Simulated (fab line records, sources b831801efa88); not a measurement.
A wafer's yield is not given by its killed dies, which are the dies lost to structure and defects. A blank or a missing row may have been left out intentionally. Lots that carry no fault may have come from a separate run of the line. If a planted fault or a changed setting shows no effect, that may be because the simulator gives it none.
A lot that was struck, set against a sound lot -- flow sky130 -- 15 steps out of a route of 708
Sound: wafers L135.3, L135.5, L135.6. Struck: wafer L140.5 (L140.1, L140.4, from the same lot, were not struck and are left out); the cause is given at the end.
Order at every step that has rows: each side's tool, ch and its chambers, its first start. Under that, the readings that differ: sound wafers -- struck wafers -- difference of the means -- sigmas: that difference in standard deviations of wafers without a fault.
alike: same words and numbers on both sides, and readings whose means sit less than 2 such deviations apart. not compared: any withheld reading, any reading some wafer has no value for, any bound like >300 that may hide the same value, and any number with overlapping values for which the record gives no deviation.
The two part at a step that has a row with sigmas, a row that says differs or no value, or rows on one side only. Numbers that have no deviation but don't overlap get no sigmas and don't part them. Lack of a reading on every wafer of one side parts them only where that side has two or more wafers.

SKY_LI_CONTACT_SPUTTER_20: material TiN, target thk 20 nm, time 80 s.
  sound on pvd-sputter-02, day 34 22:04; struck on pvd-sputter-03, day 36 06:25
reading,sound,struck,difference,sigmas
throttle-valve-pct (%),27.1 27.1 29.1,31.6,+3.8,+3
SKY_LI_CONTACT_CVD_21: deposits W, target thk 400 nm, time 120.56 s.
  sound on cvd-w-02 ch 0,1, day 34 22:10; struck on cvd-w-01 ch 0, day 36 06:29
  alike: chamber-pressure-Torr, heater-power-w
SKY_LI_CONTACT_RS_MEAS_22: the measuring method here is four-point-probe.
  sound on film-metro-03, day 34 22:18; struck on film-metro-01, day 36 06:37
  alike: LI_CONTACT_W_RS
SKY_LI_CONTACT_THK_MEAS_23: measures by xrf.
  sound on film-metro-03, day 34 22:24; struck on film-metro-01, day 36 06:44
  alike: LI_CONTACT_W_THK
SKY_LI_CONTACT_CMP_24: polishes, stops on PSG, t overpolish 20 s, target thk 0 nm.
  sound on cmp-02 ch 0,1,3, day 34 22:32; struck on cmp-01 ch 2, day 36 06:53
  alike: motor-current-A, overpolish-run-s, time-to-endpoint-s
SKY_LOCAL_INTERCONNECT_SPUTTER_00: material TiN, target thk 100 nm, time 83.3 s.
  sound on pvd-sputter-01, day 34 22:44; struck on pvd-sputter-04, day 36 07:05
  alike: throttle-valve-pct
SKY_LOCAL_INTERCONNECT_RS_MEAS_01: the measuring method here is four-point-probe.
  sound on film-metro-01, day 34 22:50; struck on film-metro-04, day 36 07:09
  alike: LOCAL_INTERCONNECT_TIN_RS
SKY_LOCAL_INTERCONNECT_THK_MEAS_02: measures by xrf.
  sound on film-metro-01, day 34 22:56; struck on film-metro-04, day 36 07:16
  alike: LOCAL_INTERCONNECT_TIN_THK
then, 4 steps without rows for these wafers: SKY_LOCAL_INTERCONNECT_DEHYDRATE_03 (time 60 s); SKY_LOCAL_INTERCONNECT_HMDS_04 (prime time 60 s); SKY_LOCAL_INTERCONNECT_COAT_05 (resist thk 60 nm); SKY_LOCAL_INTERCONNECT_COAT_06 (resist thk 450 nm).
SKY_LOCAL_INTERCONNECT_SOFTBAKE_07: time 90 s.
  sound on litho-track-01 ch 0, day 35 12:00; struck on litho-track-01 ch 0, day 36 20:00
reading,sound,struck,difference,sigmas
run-length-s (s),119.22 119.22 119.07,145.80,+26.63,+99 or more
then, 1 step without rows for these wafers: SKY_LOCAL_INTERCONNECT_EXPOSE_08 (exposes mask LI1M, target cd 170 nm).
-- a jump in the record: the struck wafers' starts before and after are 14 days apart (it breaks off in module LOCAL_INTERCONNECT and resumes in module PAD_OPEN, where the first step shown is number 708 of the route) --
SKY_PAD_OPEN_PROBE_99:
  sound on prober-01, day 50 08:50; struck on prober-01, day 51 04:41
  alike: killed_at_M0_to_M3, killed_at_M4_up, killed-at-contacts, killed-at-front-end, killed-at-other, killed-dies, killed-open, killed-short

== WHERE THEY PART ==
At SKY_LI_CONTACT_SPUTTER_20 first; at SKY_LOCAL_INTERCONNECT_SOFTBAKE_07 last (within this record only). Later steps at which nothing parts them and some readings are alike: SKY_PAD_OPEN_PROBE_99.

WHY: what the simulator had put in
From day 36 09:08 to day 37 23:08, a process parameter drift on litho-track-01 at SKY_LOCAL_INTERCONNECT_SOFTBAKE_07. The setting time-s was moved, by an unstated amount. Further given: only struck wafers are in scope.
